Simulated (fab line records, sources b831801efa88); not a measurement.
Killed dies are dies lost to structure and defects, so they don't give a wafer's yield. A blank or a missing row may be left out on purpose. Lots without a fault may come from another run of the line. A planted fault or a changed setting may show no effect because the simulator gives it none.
fab line records | flow gf180mcu
record lots=10 wafers=30 last_day=34
route steps=602 shown SALICIDE@282 M1@317
lots that met no fault: from a run of the same line without faults
start_h: hours from the record's first day to the start of the lot's first wafer shown | wait_h: hours since the lot's step before | " the same as in the row above | L1.1+2: a row that stands for several wafers | - no value, or no start given | * or withheld: withheld | < > ~ a bound
route shown NAME@n: a module of which the file shows steps, and the number in the route of the first | usual: mean/standard deviation of fault-free wafers | same: alike in all rows | chamber/n: place in a boat | sites: the reading at each site | _std_site: their standard deviation | _edge_site: outer sites' mean less inner sites' | radius_mm: how far each site lies from the wafer's centre | mask NAME#n: copy n | behind: the tool/chamber that last shaped the wafer | hold: why the lot was held/for how many hours/how that ended | device: the transistor (n, p or np) that didn't switch | end of line: the same wafers' tests at the end of the route | a step without rows: its recipe alone | killed: dies lost to structure and defects at the first sort, not the wafer's yield | map: a wafer's dies, x killed, . not, _ none there
set.NAME: the setting as run; set.NAME@STEP: as run at that earlier step | model.NAME: the simulator's own value behind a step, which no gauge read
steps of the route over a sample of lots; a table a step, a row a wafer
services: from which hour (start_h, from the record's first day; less than 0 if before it) a tool's chamber was out of use, for how many hours, and why
## steps
# step GF_SALICIDE_RS_MEAS_04
# recipe thk_meas_gauge=four-point-probe reads=TiN_of_SALICIDE_SPUTTER_03+Co_of_SALICIDE_SPUTTER_02
# usual SALICIDE_TIN_RS=16.3/0.33
# columns lot.wafer tool chamber start_h wait_h SALICIDE_TIN_RS[ohm/sq]
L499.3 film_metro-04 - 343.48 0.1 16.8
L499.4 " - " " 16.8
L499.5 " - " " 16.7
L500.2 film_metro-04 - 353.62 0.0 17.0
L500.5 " - " " 17.1
L500.6 " - " " 16.5
L501.1 film_metro-01 - 368.31 0.0 16.3
L501.2 " - " " 16.8
L501.6 " - " " 16.6
L507.1 film_metro-04 - 419.46 0.0 16.0
L507.2 " - " " 16.4
L507.4 " - " " 15.8
L509.3 film_metro-04 - 436.37 0.1 16.2
L509.4 " - " " 16.0
L509.5 " - " " 16.5
L515.1 film_metro-03 - 485.44 0.0 16.6
L515.2 " - " " 16.3
L515.5 " - " " 16.3
L516.3 film_metro-03 - 492.30 0.1 16.3
L516.5 " - " " 16.3
L516.6 " - " " 16.4
L517.1 film_metro-03 - 501.20 0.0 16.1
L517.2 " - " " 16.4
L517.5 " - " " 16.0
L520.2 film_metro-04 - 526.01 0.0 17.0
L520.3 " - " " 16.8
L520.6 " - " " 17.1
L521.2 film_metro-04 - 530.36 0.0 16.5
L521.5 " - " " 16.1
L521.6 " - " " 16.5
# step GF_SALICIDE_RTA_06
# recipe temp_c=530 time_s=30 ambient=N2
# usual anneal_temp_c_max=533.4/1.2 lamp_power_pct=5.72/0.084 wafer_temp_C_max=531.9/0.43
# same time_s=30
# columns lot.wafer tool chamber start_h wait_h anneal_temp_c_max lamp_power_pct wafer_temp_C_max
L499.3 rtp_anneal-01 0 343.65 0.1 532.7 5.82 532.3
L499.4 " 0 " " 532.6 5.82 532.1
L499.5 " 0 " " 531.6 5.83 531.9
L500.2 rtp_anneal-01 0 353.80 0.1 532.0 5.83 531.4
L500.5 " 0 " " 532.2 5.82 531.9
L500.6 " 0 " " 532.4 5.83 531.7
L501.1 rtp_anneal-01 0 368.49 0.1 532.1 5.82 532.4
L501.2 " 0 " " 532.5 5.82 531.8
L501.6 " 0 " " 532.3 5.82 531.8
L507.1 rtp_anneal-02 0 419.64 0.1 533.6 5.64 532.0
L507.2 " 0 " " 534.1 5.65 531.9
L507.4 " 0 " " 533.4 5.65 532.0
L509.3 rtp_anneal-02 0 436.54 0.1 534.0 5.64 532.0
L509.4 " 0 " " 533.6 5.65 531.7
L509.5 " 0 " " 533.0 5.66 531.7
L515.1 rtp_anneal-01 0 485.62 0.1 531.8 5.82 531.3
L515.2 " 0 " " 532.1 5.82 531.7
L515.5 " 0 " " 531.8 5.82 531.8
L516.3 rtp_anneal-01 0 492.47 0.1 532.4 5.82 532.0
L516.5 " 0 " " 532.4 5.82 531.8
L516.6 " 0 " " 533.0 5.82 532.2
L517.1 rtp_anneal-02 0 501.38 0.1 534.2 5.65 532.1
L517.2 " 0 " " 534.7 5.64 531.9
L517.5 " 0 " " 534.9 5.64 531.6
L520.2 rtp_anneal-02 0 526.18 0.1 536.6 5.65 531.9
L520.3 " 0 " " 534.8 5.65 531.7
L520.6 " 0 " " 535.4 5.65 531.9
L521.2 rtp_anneal-02 0 530.54 0.1 533.6 5.66 531.8
L521.5 " 0 " " 533.4 5.64 532.1
L521.6 " 0 " " 533.4 5.65 531.8
# step GF_SALICIDE_RTA_08
# recipe temp_c=800 time_s=30 ambient=N2
# usual anneal_temp_c_max=805.1/1.7 lamp_power_pct=15.90/0.24 wafer_temp_C_max=803.0/0.63
# same time_s=30
# columns lot.wafer tool chamber start_h wait_h anneal_temp_c_max lamp_power_pct wafer_temp_C_max
L499.3 rtp_anneal-02 0 343.84 0.0 806.4 15.68 801.7
L499.4 " 0 " " 806.9 15.67 802.3
L499.5 " 0 " " 805.5 15.70 802.3
L500.2 rtp_anneal-02 0 353.99 0.0 804.7 15.68 802.7
L500.5 " 0 " " 804.4 15.68 803.2
L500.6 " 0 " " 806.5 15.68 802.8
L501.1 rtp_anneal-02 0 368.68 0.0 806.9 15.68 803.4
L501.2 " 0 " " 808.7 15.69 802.9
L501.6 " 0 " " 805.9 15.68 802.5
L507.1 rtp_anneal-01 0 419.84 0.0 804.2 16.18 802.7
L507.2 " 0 " " 804.7 16.16 802.4
L507.4 " 0 " " 802.6 16.17 802.3
L509.3 rtp_anneal-01 0 436.74 0.0 803.9 16.15 804.0
L509.4 " 0 " " 803.0 16.16 803.3
L509.5 " 0 " " 803.3 16.19 803.3
L515.1 rtp_anneal-02 0 485.81 0.0 806.7 15.67 803.1
L515.2 " 0 " " 805.6 15.68 802.8
L515.5 " 0 " " 807.0 15.69 802.6
L516.3 rtp_anneal-02 0 492.67 0.0 808.6 15.66 802.8
L516.5 " 0 " " 805.4 15.71 803.3
L516.6 " 0 " " 806.5 15.70 803.3
L517.1 rtp_anneal-01 0 501.58 0.0 803.2 16.18 803.0
L517.2 " 0 " " 803.9 16.16 804.0
L517.5 " 0 " " 802.9 16.16 804.4
L520.2 rtp_anneal-01 0 526.38 0.0 803.3 16.15 803.9
L520.3 " 0 " " 803.0 16.14 803.3
L520.6 " 0 " " 803.2 16.18 803.6
L521.2 rtp_anneal-01 0 530.75 0.0 803.1 16.15 803.6
L521.5 " 0 " " 804.6 16.15 802.6
L521.6 " 0 " " 804.0 16.16 804.5
# step GF_M1_SPUTTER_02
# recipe material=AlCu target_thk_nm=450 power_w=10600 time_s=23.9 chamber_pressure_pa=0.4
# usual cathode_dc_power_W=10600/1.8 throttle_valve_pct=30.3/0.87
# columns lot.wafer tool chamber start_h wait_h cathode_dc_power_W throttle_valve_pct
L499.3 pvd_sputter-04 - 367.87 0.0 10597 30.7
L499.4 " - " " 10601 29.2
L499.5 " - " " 10600 30.3
L500.2 pvd_sputter-04 - 378.53 0.0 10602 31.1
L500.5 " - " " 10600 30.8
L500.6 " - " " 10603 30.0
L501.1 pvd_sputter-01 - 393.36 0.0 10601 30.9
L501.2 " - " " 10604 31.3
L501.6 " - " " 10599 29.8
L507.1 pvd_sputter-02 - 445.67 0.0 10600 29.7
L507.2 " - " " 10603 30.3
L507.4 " - " " 10601 31.8
L509.3 pvd_sputter-04 - 463.22 0.0 10600 29.3
L509.4 " - " " 10600 30.8
L509.5 " - " " 10600 30.6
L515.1 pvd_sputter-04 - 511.87 0.0 10600 29.5
L515.2 " - " " 10598 30.2
L515.5 " - " " 10599 30.5
L516.3 pvd_sputter-01 - 517.88 0.0 10602 31.0
L516.5 " - " " 10603 30.8
L516.6 " - " " 10600 31.5
L517.1 pvd_sputter-04 - 526.97 0.0 10597 30.4
L517.2 " - " " 10598 31.0
L517.5 " - " " 10599 29.3
L520.2 pvd_sputter-02 - 551.47 0.0 10598 31.6
L520.3 " - " " 10602 30.4
L520.6 " - " " 10598 29.6
L521.2 pvd_sputter-02 - 555.17 0.0 10598 31.7
L521.5 " - " " 10598 31.9
L521.6 " - " " 10604 30.6
# step GF_M1_RS_MEAS_05
# recipe thk_meas_gauge=four-point-probe reads=TiN_of_M1_SPUTTER_04+Ti_of_M1_SPUTTER_03+AlCu_of_M1_SPUTTER_02+TiN_of_M1_SPUTTER_01+Ti_of_M1_SPUTTER_00
# usual M1_ALCU_RS=0.0698/0.0008
# columns lot.wafer tool chamber start_h wait_h M1_ALCU_RS[ohm/sq]
L499.3 film_metro-02 - 368.00 0.1 0.0705
L499.4 " - " " 0.0699
L499.5 " - " " 0.0703
L500.2 film_metro-01 - 378.64 0.0 0.0699
L500.5 " - " " 0.0699
L500.6 " - " " 0.0704
L501.1 film_metro-01 - 393.45 0.0 0.0697
L501.2 " - " " 0.0689
L501.6 " - " " 0.0692
L507.1 film_metro-01 - 445.76 0.0 0.0702
L507.2 " - " " 0.0690
L507.4 " - " " 0.0701
L509.3 film_metro-02 - 463.35 0.1 0.0702
L509.4 " - " " 0.0702
L509.5 " - " " 0.0701
L515.1 film_metro-02 - 511.96 0.0 0.0861
L515.2 " - " " 0.0876
L515.5 " - " " 0.0878
L516.3 film_metro-03 - 518.01 0.1 0.0694
L516.5 " - " " 0.0696
L516.6 " - " " 0.0699
L517.1 film_metro-03 - 527.06 0.0 0.0853
L517.2 " - " " 0.0858
L517.5 " - " " 0.0831
L520.2 film_metro-01 - 551.58 0.0 0.0696
L520.3 " - " " 0.0689
L520.6 " - " " 0.0702
L521.2 film_metro-03 - 555.28 0.0 0.0700
L521.5 " - " " 0.0705
L521.6 " - " " 0.0700
# step GF_M1_THK_MEAS_06
# recipe thk_meas_gauge=xrf reads=AlCu_of_M1_SPUTTER_02
# usual M1_ALCU_THK=450/5.6
# columns lot.wafer tool chamber start_h wait_h M1_ALCU_THK[nm]
L499.3 film_metro-02 - 368.10 0.1 445
L499.4 " - " " 449
L499.5 " - " " 446
L500.2 film_metro-01 - 378.75 0.1 450
L500.5 " - " " 451
L500.6 " - " " 448
L501.1 film_metro-01 - 393.57 0.1 452
L501.2 " - " " 458
L501.6 " - " " 456
L507.1 film_metro-01 - 445.88 0.1 449
L507.2 " - " " 458
L507.4 " - " " 448
L509.3 film_metro-02 - 463.45 0.1 447
L509.4 " - " " 442
L509.5 " - " " 446
L515.1 film_metro-02 - 512.08 0.1 362
L515.2 " - " " 359
L515.5 " - " " 357
L516.3 film_metro-03 - 518.11 0.1 451
L516.5 " - " " 447
L516.6 " - " " 448
L517.1 film_metro-03 - 527.18 0.1 369
L517.2 " - " " 366
L517.5 " - " " 376
L520.2 film_metro-01 - 551.69 0.1 449
L520.3 " - " " 459
L520.6 " - " " 446
L521.2 film_metro-03 - 555.39 0.1 450
L521.5 " - " " 447
L521.6 " - " " 449
# step GF_M1_METAL_ETCH_16
# recipe chemistry=Cl2/BCl3 mask_material=KrF target_depth_nm=627.5 stop_on=SiO2 pressure_mtorr=8 icp_w=800 bias_w=140 Cl2_flow_sccm=80 bcl3_flow_sccm=40 time_s=104.6
# usual drypump_motor_current_A=5.5/0.41 oes_product_au=0.969/0.0059 throttle_valve_pct=28.251/0.01
# same time_s=104.6
# columns lot.wafer tool chamber start_h wait_h drypump_motor_current_A oes_product_au rf_hours_counter_h throttle_valve_pct
L499.3 rie_metal-02 1 390.32 0.1 5.6 0.957 - 28.256
L499.4 " 0 " " 4.8 0.967 - 28.245
L499.5 " 0 " " 4.8 0.960 - 28.252
L500.2 rie_metal-02 1 401.91 0.0 5.6 0.956 7 28.264
L500.5 " 1 " " 5.6 0.960 - 28.255
L500.6 " 0 " " 4.8 0.972 - 28.254
L501.1 rie_metal-02 1 417.16 0.0 5.6 0.965 7 28.240
L501.2 " 0 " " 4.8 0.967 10 28.247
L501.6 " 0 " " 4.9 0.971 - 28.247
L507.1 rie_metal-02 0 470.44 0.0 4.8 0.970 11 28.256
L507.2 " 1 " " 5.6 0.969 8 28.259
L507.4 " 1 " " 5.6 0.971 - 28.244
L509.3 rie_metal-04 0 487.25 0.1 5.8 0.965 - 28.248
L509.4 " 1 " " 5.9 0.969 - 28.251
L509.5 " 1 " " 5.9 0.968 - 28.254
L515.1 rie_metal-04 1 535.44 0.0 5.9 0.885 1 28.337
L515.2 " 0 " " 5.8 0.879 4 28.354
L515.5 " 0 " " 5.8 0.881 - 28.347
L516.3 rie_metal-03 0 540.67 0.1 5.9 0.980 - 28.231
L516.5 " 0 " " 5.9 0.972 - 28.260
L516.6 " 1 " " 5.3 0.971 - 28.262
L517.1 rie_metal-04 1 550.21 0.0 5.8 0.891 2 28.347
L517.2 " 0 " " 5.9 0.884 4 28.339
L517.5 " 1 " " 5.9 0.899 - 28.314
L520.2 rie_metal-02 0 573.33 0.0 4.9 0.972 1 28.254
L520.3 " 0 " " 4.8 0.969 - 28.237
L520.6 " 1 " " 5.6 0.970 - 28.257
L521.2 rie_metal-02 0 577.33 0.0 4.8 0.964 2 28.241
L521.5 " 0 " " 4.8 0.966 - 28.252
L521.6 " 1 " " 5.6 0.965 - 28.238
## services
# columns tool chamber start_h hours kind
pvd_sputter-02 - 325.88 1.8 repair
rie_metal-02 1 347.87 15.5 repair
rie_metal-04 0 350.63 - clean
pvd_sputter-01 - 362.26 17.5 repair
rie_metal-02 - 366.27 0.7 repair
rie_metal-04 - 375.87 1.4 pm
pvd_sputter-04 - 380.46 0.7 repair
pvd_sputter-02 - 391.32 5.3 repair
rie_metal-02 - 402.48 1.4 pm
pvd_sputter-04 - 417.04 0.9 repair
pvd_sputter-02 - 455.40 2.2 repair
pvd_sputter-04 0 458.86 - consumable_replace:kit
pvd_sputter-04 0 458.86 18.0 scheduled_down
pvd_sputter-04 0 458.86 18.0 vent_cycle
pvd_sputter-02 - 466.03 2.0 repair
rie_metal-02 0 501.70 - clean
rie_metal-02 0 501.70 16.5 scheduled_down
rie_metal-02 0 501.70 16.5 vent_cycle
rie_metal-04 1 512.63 4.0 repair
rtp_anneal-01 - 517.45 3.9 pm
rie_metal-04 1 518.12 3.1 repair
pvd_sputter-02 - 525.45 3.6 repair
pvd_sputter-02 - 527.63 2.9 repair
rtp_anneal-02 - 574.17 80.8 pm
## key
first_sign step=GF_M1_RS_MEAS_05 reading=M1_ALCU_RS direction=up sigmas=20 usual=0.0698 struck=0.0859
effect step=GF_M1_THK_MEAS_06 reading=M1_ALCU_THK direction=down sigmas=15 usual=450 struck=365
effect step=GF_M1_METAL_ETCH_16 reading=oes_product_au direction=down sigmas=14 usual=0.969 struck=0.886
met_at GF_M1_SPUTTER_02
struck_lots L515,L517
struck_wafers L515.1,L515.2,L515.5,L517.1,L517.2,L517.5
not_acting_at GF_SALICIDE_RS_MEAS_04,GF_SALICIDE_RTA_06,GF_SALICIDE_RTA_08
onset_between 463.22 511.87
fault kind=process_parameter_drift tool=pvd_sputter-04 chamber=- onset_h=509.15 steps=GF_M1_SPUTTER_02 channel=target_thk_nm offset=-85.33 shape=step end_h=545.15 scope=struck_wafers_only acts_in=these_recipes_only stated=450
